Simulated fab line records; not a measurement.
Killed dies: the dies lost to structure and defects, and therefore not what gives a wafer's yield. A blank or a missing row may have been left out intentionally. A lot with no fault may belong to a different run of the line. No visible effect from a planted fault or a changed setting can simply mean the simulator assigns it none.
Shared-tool check :: flow sky130 :: Sample size 12 lots and 42 wafers

== REASON IT WAS OPENED ==
Of 12 lots, 2 have the reading NWELL_TW flagged at SKY_NWELL_TW_MEAS_15. No-fault wafers: 1844, standard deviation 19.
Rule: a lot is flagged when every wafer of it that has a number lies more than 4 standard deviations from that mean, or none has a number. The other lots count as sound.

lot: L422
measured: day 4 14:50
on: film-metro-01
NWELL_TW, wafer by wafer: 1844 1840 1842
flag: 

lot: L423
measured: day 4 16:29
on: film-metro-02
NWELL_TW, wafer by wafer: 1849 1842 1843
flag: 

lot: L426
measured: day 5 11:40
on: film-metro-04
NWELL_TW, wafer by wafer: 1865 1869 1857
flag: 

lot: L427
measured: day 5 20:23
on: film-metro-04
NWELL_TW, wafer by wafer: 1869 1866 1871
flag: 

lot: L428
measured: day 6 00:10
on: film-metro-04
NWELL_TW, wafer by wafer: 1879 1881 1877
flag: 

lot: L429
measured: day 6 10:02
on: film-metro-02
NWELL_TW, wafer by wafer: 1828 1827 1833
flag: 

lot: L430
measured: day 6 12:53
on: film-metro-04
NWELL_TW, wafer by wafer: 1878 1873 1876
flag: 

lot: L432
measured: day 7 00:31
on: film-metro-04
NWELL_TW, wafer by wafer: 1873 1875 1878
flag: 

lot: L433
measured: day 7 04:16
on: film-metro-04
NWELL_TW, wafer by wafer: 2304 2302 2322 2317 2303 2326
flag: FLAGGED

lot: L434
measured: day 7 12:04
on: film-metro-02
NWELL_TW, wafer by wafer: 2271 2273 2266 2253 2263 2259
flag: FLAGGED

lot: L435
measured: day 7 18:47
on: film-metro-01
NWELL_TW, wafer by wafer: 1832 1831 1825
flag: 

lot: L445
measured: day 10 05:34
on: film-metro-01
NWELL_TW, wafer by wafer: 1810 1835 1825
flag: 
On average the flagged lots' numbers are 2288, which is +444 against the usual, or +23 standard deviations.

== WHICH TOOL EACH LOT WENT THROUGH ==
The record holds 2 process steps before the reading, out of a route of 708 steps. Read each cell as the tool, then ch plus the chambers that the sampled wafers visited, then the start.
lot: L422
flag: 
SKY_NWELL_IMPLANT_11: implanter-02 ch 0, day 4 14:17
SKY_NWELL_STRIP_14: plasma-asher-02 ch 0,1, day 4 14:44

lot: L423
flag: 
SKY_NWELL_IMPLANT_11: implanter-03 ch 0, day 4 15:59
SKY_NWELL_STRIP_14: plasma-asher-02 ch 0,1, day 4 16:23

lot: L426
flag: 
SKY_NWELL_IMPLANT_11: implanter-02 ch 0, day 5 11:08
SKY_NWELL_STRIP_14: plasma-asher-02 ch 0,1, day 5 11:34

lot: L427
flag: 
SKY_NWELL_IMPLANT_11: implanter-03 ch 0, day 5 16:56
SKY_NWELL_STRIP_14: plasma-asher-02 ch 0,1, day 5 20:18

lot: L428
flag: 
SKY_NWELL_IMPLANT_11: implanter-01 ch 0, day 5 23:37
SKY_NWELL_STRIP_14: plasma-asher-04 ch 0,1, day 6 00:04

lot: L429
flag: 
SKY_NWELL_IMPLANT_11: implanter-03 ch 0, day 6 09:31
SKY_NWELL_STRIP_14: plasma-asher-04 ch 0,1, day 6 09:56

lot: L430
flag: 
SKY_NWELL_IMPLANT_11: implanter-02 ch 0, day 6 12:23
SKY_NWELL_STRIP_14: plasma-asher-04 ch 0,1, day 6 12:48

lot: L432
flag: 
SKY_NWELL_IMPLANT_11: implanter-01 ch 0, day 6 23:59
SKY_NWELL_STRIP_14: plasma-asher-03 ch 0,1, day 7 00:25

lot: L433
flag: FLAGGED
SKY_NWELL_IMPLANT_11: implanter-03 ch 0, day 7 03:25
SKY_NWELL_STRIP_14: plasma-asher-03 ch 1, day 7 04:10

lot: L434
flag: FLAGGED
SKY_NWELL_IMPLANT_11: implanter-01 ch 0, day 7 11:04
SKY_NWELL_STRIP_14: plasma-asher-04 ch 0,1, day 7 11:49

lot: L435
flag: 
SKY_NWELL_IMPLANT_11: implanter-02 ch 0, day 7 18:16
SKY_NWELL_STRIP_14: plasma-asher-03 ch 0,1, day 7 18:42

lot: L445
flag: 
SKY_NWELL_IMPLANT_11: implanter-02 ch 0, day 10 05:01
SKY_NWELL_STRIP_14: plasma-asher-03 ch 0,1, day 10 05:27
What the steps here do:
- SKY_NWELL_IMPLANT_11
- SKY_NWELL_STRIP_14: strips in O2/N2.
- SKY_NWELL_TW_MEAS_15

== FLAGGED OVER TOTAL, TOOL BY TOOL (the gauges that took the reading come last) ==
step: SKY_NWELL_IMPLANT_11
tool: implanter-01
lots run: 3
flagged: 1
share of the flagged lots: some
sound lots run after its first flagged lot: 0

step: SKY_NWELL_IMPLANT_11
tool: implanter-02
lots run: 5
flagged: 0
share of the flagged lots: none
sound lots run after its first flagged lot: -

step: SKY_NWELL_IMPLANT_11
tool: implanter-03
lots run: 4
flagged: 1
share of the flagged lots: some
sound lots run after its first flagged lot: 0

step: SKY_NWELL_STRIP_14
tool: plasma-asher-02
lots run: 4
flagged: 0
share of the flagged lots: none
sound lots run after its first flagged lot: -

step: SKY_NWELL_STRIP_14
tool: plasma-asher-03
lots run: 4
flagged: 1
share of the flagged lots: some
sound lots run after its first flagged lot: 2 (L435,L445)

step: SKY_NWELL_STRIP_14
tool: plasma-asher-04
lots run: 4
flagged: 1
share of the flagged lots: some
sound lots run after its first flagged lot: 0

step: SKY_NWELL_TW_MEAS_15
tool: film-metro-01
lots run: 3
flagged: 0
share of the flagged lots: none
sound lots run after its first flagged lot: -

step: SKY_NWELL_TW_MEAS_15
tool: film-metro-02
lots run: 3
flagged: 1
share of the flagged lots: some
sound lots run after its first flagged lot: 0

step: SKY_NWELL_TW_MEAS_15
tool: film-metro-04
lots run: 6
flagged: 1
share of the flagged lots: some
sound lots run after its first flagged lot: 0

== WHAT THE TABLE PERMITS ==
No row of the table ran every flagged lot.

== WHAT WAS PUT IN BY THE SIMULATOR ==
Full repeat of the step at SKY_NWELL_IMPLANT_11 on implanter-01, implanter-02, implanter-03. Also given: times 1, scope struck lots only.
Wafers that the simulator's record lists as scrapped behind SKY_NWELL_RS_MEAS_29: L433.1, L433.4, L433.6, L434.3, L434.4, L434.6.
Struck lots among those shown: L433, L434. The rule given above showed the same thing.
